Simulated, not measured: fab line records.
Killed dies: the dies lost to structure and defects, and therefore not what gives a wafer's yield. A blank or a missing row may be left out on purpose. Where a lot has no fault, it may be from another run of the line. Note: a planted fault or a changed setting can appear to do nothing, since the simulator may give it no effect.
Chamber matching + flow gf180mcu + rie_si-02 running GF_POLY_GATE_ETCH_13: 4 sister chambers
The step etches poly-Si in HBr/Cl2, stops on SiO2, target depth 198.5 nm, time 69.6 s. 8 wafers are shown with their chamber, then 7 later ones without.

== EACH WAFER AND ITS CHAMBER ==
| wafer  | chamber | drypump_motor_current_A (A) | rf_fwd_power_W (W) |
|--------|---------|-----------------------------|--------------------|
| L955.1 | 3       | 5.3                         | 399.9              |
| L958.2 | 0       | 6.3                         | 392.5              |
| L958.6 | 3       | 5.3                         | 396.5              |
| L959.2 | 0       | 6.3                         | 395.6              |
| L959.5 | 1       | 6.3                         | 395.4              |
| L959.6 | 2       | 6.4                         | 397.3              |
| L960.3 | 1       | 6.3                         | 396.2              |
| L960.4 | 2       | 6.5                         | 396.6              |

== WAFERS WHOSE CHAMBER IS MISSING ==
| wafer  | drypump_motor_current_A (A) | rf_fwd_power_W (W) |
|--------|-----------------------------|--------------------|
| L960.6 | 6.4                         | 394.7              |
| L961.1 | 6.4                         | 396.0              |
| L961.5 | 6.3                         | 394.7              |
| L961.6 | 6.4                         | 398.1              |
| L973.2 | 5.3                         | 397.9              |
| L973.5 | 6.3                         | 393.0              |
| L973.6 | 6.4                         | 395.4              |

== WHICH CHAMBER EACH WENT THROUGH ==
| wafer  | from the rows above          | in truth |
|--------|------------------------------|----------|
| L960.6 | can't be placed: 2 or 0 or 1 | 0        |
| L961.1 | can't be placed: 2 or 1 or 0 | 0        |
| L961.5 | can't be placed: 0 or 1      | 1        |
| L961.6 | can't be placed: 2 or 1      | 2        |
| L973.2 | 3                            | 3        |
| L973.5 | can't be placed: 0 or 1      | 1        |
| L973.6 | can't be placed: 2 or 1 or 0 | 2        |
Placed correctly: 1 of 7. Can't be placed from these rows: 6 (the true chamber is among the candidates in 6). Number placed wrongly: 0.
How it was worked out, from the rows above alone: a wafer's distance from a chamber is the root of the sum, over the readings, of the square of ((its reading less the chamber's mean) divided by the reading's scatter). If the next closest chamber is less than 2 further off than the closest, the wafer can't be placed; otherwise it belongs to the closest. A chamber's mean is the mean of its shown wafers. The scatter: take each reading less its chamber's mean, square it, sum over the shown wafers, divide by the number of wafers less the number of chambers, and take the root.
